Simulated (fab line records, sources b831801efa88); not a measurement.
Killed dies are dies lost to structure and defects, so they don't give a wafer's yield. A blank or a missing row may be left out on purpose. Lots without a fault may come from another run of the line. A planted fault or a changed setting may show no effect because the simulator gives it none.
Which tool did it? | flow sfq_line | 14 lots, 41 wafers sampled, at 4 steps of a route of 325

WHAT THE GAUGES READ, wafer by wafer
SFQ_L0_RS_MEAS_901: measures by four-point-probe. Usual: L0_MONX_KI_RS 43.5 ohm/sq, standard deviation 0.51.
lot  | measured    | on            | L0_MONX_KI_RS (ohm/sq) | flag
L566 | day 1 12:34 | film_metro-02 | 43.6 43.4 42.8         |
L567 | day 1 17:34 | film_metro-04 | 43.9 44.4 43.0         |
L568 | day 1 22:36 | film_metro-03 | 43.5 44.0 44.2         |
L570 | day 2 08:34 | film_metro-02 | 43.0 43.0 43.1         |
L571 | day 2 13:34 | film_metro-02 | 43.3 43.2 43.2         |
L572 | day 2 18:35 | film_metro-03 | 43.2 43.5 42.7         |
L573 | day 2 23:35 | film_metro-03 | 43.6 43.4 43.3         |
L574 | day 3 04:34 | film_metro-02 | 42.9 43.1 43.8         |
L575 | day 3 09:34 | film_metro-03 | 43.9 43.8 43.8         |
L576 | day 3 14:37 | film_metro-04 | 44.4 43.1 43.8         |
L578 | day 4 00:34 | film_metro-04 | 43.7 44.7 43.3         |
L580 | day 4 10:35 | film_metro-03 | 43.7 44.4              |
L585 | day 5 11:35 | film_metro-02 | 43.8 44.8 43.9         |
L588 | day 6 02:34 | film_metro-02 | 43.7 43.5 43.6         |

SFQ_L0V_OVL_MEAS_903. Usual: L0V_OVL 4 nm, standard deviation 5.8.
lot  | measured     | on         | L0V_OVL (nm) | flag
L566 | day 5 07:40  | overlay-01 | 8 8 7        |
L567 | day 5 11:16  | overlay-02 | 14 11 3      |
L568 | day 5 17:17  | overlay-02 | -3 2 10      |
L570 | day 6 05:16  | overlay-02 | 6 3 1        |
L571 | day 6 11:16  | overlay-01 | 6 12 13      |
L572 | day 6 14:25  | overlay-01 | 9 6 8        |
L573 | day 6 21:25  | overlay-01 | 12 3 12      |
L574 | day 7 04:37  | overlay-01 | -2 -4 -1     |
L575 | day 7 08:13  | overlay-02 | 8 -6 -4      |
L576 | day 7 10:38  | overlay-01 | 0 5 1        |
L578 | day 7 23:49  | overlay-01 | -2 4 2       |
L580 | day 8 10:37  | overlay-02 | -3 -7        |
L585 | day 9 11:49  | overlay-01 | 6 1 2        |
L588 | day 10 08:19 | overlay-02 | 6 3 6        |

SFQ_I0_BOW_MEAS_907. Usual: I0_BOW 2 um, standard deviation 6.3.
lot  | measured     | on            | I0_BOW (um) | flag
L566 | day 6 12:50  | film_metro-01 | -3 0 -5     |
L567 | day 6 18:50  | film_metro-02 | 4 -1 5      |
L568 | day 6 22:29  | film_metro-02 | 11 -4 -3    |
L570 | day 7 09:50  | film_metro-02 | -6 -6 2     |
L571 | day 7 13:27  | film_metro-03 | 1 5 1       |
L572 | day 7 16:28  | film_metro-03 | 10 7 6      |
L573 | day 8 01:28  | film_metro-01 | -2 2 8      |
L574 | day 8 13:09  | film_metro-03 | -5 0 -1     |
L575 | day 8 17:18  | film_metro-01 | 12 -1 7     |
L576 | day 8 19:13  | film_metro-02 | 7 -8 -2     |
L578 | day 9 11:18  | film_metro-03 | -9 10 5     |
L580 | day 9 20:49  | film_metro-01 | 1 -3        |
L585 | day 11 03:37 | film_metro-03 | -1 -6 3     |
L588 | day 11 18:36 | film_metro-02 | 10 -7 15    |

WHICH TOOL RAN EACH LOT (tool, then ch and the chambers of the sampled wafers, then the start)
lot  | SFQ_TRILAYER_I0_CMP_CMP_028
L566 | cmp-01 ch 1,2, day 6 09:50
L567 | cmp-01 ch 2,3, day 6 16:20
L568 | cmp-02 ch 0,2, day 6 19:27
L570 | cmp-01 ch 0,1,3, day 7 06:50
L571 | cmp-02 ch 2,3, day 7 10:57
L572 | cmp-02 ch 1,3, day 7 13:57
L573 | cmp-02 ch 0,1,3, day 7 22:27
L574 | cmp-01 ch 0,1,3, day 8 10:09
L575 | cmp-02 ch 1,2,3, day 8 14:48
L576 | cmp-01 ch 2,3, day 8 16:39
L578 | cmp-02 ch 1,2, day 9 08:48
L580 | cmp-02 ch 0,3, day 9 18:17
L585 | cmp-01 ch 0,2,3, day 11 02:06
L588 | cmp-01 ch 0,1,3, day 11 15:36
- SFQ_TRILAYER_I0_CMP_CMP_028: polishes SiO2.

WHAT THE TOOLS THEMSELVES READ (means of the sampled wafers that have a number; where no wafer has one, the mark that the record gives instead)
SFQ_TRILAYER_I0_CMP_CMP_028. Usual: motor_current_A 10.3 A, standard deviation 1.4; retaining_ring_pressure_frac 1.000, standard deviation 0.005; time_to_endpoint_s 215 s, standard deviation 7.9.
lot  | tool   | motor_current_A (A) | retaining_ring_pressure_frac | time_to_endpoint_s (s) | flag
L566 | cmp-01 | 9.6                 | 0.994                        | 214                    |
L567 | cmp-01 | 10.6                | 0.993                        | 214                    |
L568 | cmp-02 | 11.3                | 0.998                        | 229                    |
L570 | cmp-01 | 10.0                | 1.000                        | 217                    |
L571 | cmp-02 | 10.6                | 0.996                        | 215                    |
L572 | cmp-02 | 9.5                 | 0.998                        | 213                    |
L573 | cmp-02 | 9.4                 | 0.997                        | 207                    |
L574 | cmp-01 | 10.2                | 1.000                        | 213                    |
L575 | cmp-02 | 10.5                | 1.000                        | 199                    |
L576 | cmp-01 | 10.3                | 0.998                        | 210                    |
L578 | cmp-02 | 10.5                | 0.994                        | 201                    |
L580 | cmp-02 | 9.6                 | 0.997                        | 224                    |
L585 | cmp-01 | 11.2                | 1.004                        | 205                    |
L588 | cmp-01 | 10.3                | 1.000                        | 205                    |

THE ANSWER, worked out from the rows above alone
Rule: a lot is off if the mean of its wafers that have a number lies more than 3 standard deviations from the usual mean. A lot without any number at a reading at which 4 lots or more have one is off too. The other lots that the step has rows for count as sound. The gauges are gone through in route order, then the tools' own readings, and for those a lot's mean is taken as printed above. The first step at which some lot is off is used, and at that step the reading that is off furthest; a lot without a number counts as furthest.
No lot is off at any reading shown: from this, nothing can be told.

WHAT THE SIMULATOR HAD PUT IN
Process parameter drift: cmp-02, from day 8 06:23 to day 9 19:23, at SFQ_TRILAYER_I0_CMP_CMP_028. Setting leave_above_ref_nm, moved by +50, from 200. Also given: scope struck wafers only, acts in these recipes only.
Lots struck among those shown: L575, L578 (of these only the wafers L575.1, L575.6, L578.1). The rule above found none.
